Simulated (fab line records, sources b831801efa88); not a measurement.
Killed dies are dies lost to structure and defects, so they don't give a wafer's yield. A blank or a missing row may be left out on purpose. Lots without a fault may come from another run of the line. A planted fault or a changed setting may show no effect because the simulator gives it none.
Chamber matching | flow gf180mcu | GF_V3_CMP_04 on cmp-01: 4 sister chambers
The step polishes SiO2. 8 wafers are shown with their chamber, then 10 later ones without.

WAFERS WITH THEIR CHAMBER
wafer  | chamber | motor_current_A (A) | time_to_endpoint_s (s)
L082.6 | 0       | 11.1                | 81
L087.4 | 2       | 13.2                | 80
L087.5 | 2       | 13.7                | 79
L088.3 | 3       | 12.7                | 84
L088.4 | 1       | 11.7                | 83
L088.6 | 0       | 10.4                | 84
L090.1 | 3       | 12.2                | 81
L090.3 | 1       | 12.1                | 74

WAFERS WITHOUT THEIR CHAMBER
wafer  | motor_current_A (A) | time_to_endpoint_s (s)
L090.4 | 12.7                | 80
L093.2 | 13.5                | 73
L093.3 | 11.9                | 73
L093.6 | 10.8                | 82
L095.1 | 11.5                | 61
L095.3 | 13.3                | 74
L095.6 | 12.8                | 80
L097.1 | 13.6                | 78
L097.2 | 10.9                | 80
L097.5 | 12.3                | 85

WHICH CHAMBER EACH WENT THROUGH
wafer  | from the rows above          | in truth
L090.4 | can't be placed: 3 or 2 or 1 | 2
L093.2 | 2                            | 2
L093.3 | can't be placed: 1 or 3      | 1
L093.6 | 0                            | 0
L095.1 | can't be placed: 1 or 0 or 3 | 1
L095.3 | can't be placed: 2 or 3      | 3
L095.6 | can't be placed: 3 or 2 or 1 | 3
L097.1 | 2                            | 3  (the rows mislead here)
L097.2 | can't be placed: 0 or 1      | 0
L097.5 | can't be placed: 3 or 1      | 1
Placed correctly: 2 of 10. Can't be placed from these rows: 7 (the true chamber is among the candidates in 7). Placed wrongly: 1.
How it was worked out, from the rows above alone: a wafer's distance from a chamber is the root of the sum, over the readings, of the square of ((its reading less the chamber's mean) divided by the reading's scatter). The wafer belongs to the nearest chamber; if the next one is less than 2 further off, it can't be placed. A chamber's mean is the mean of its shown wafers. The scatter: the root of (the sum of the squares of (reading less its chamber's mean) over the shown wafers, divided by (wafers less chambers)).
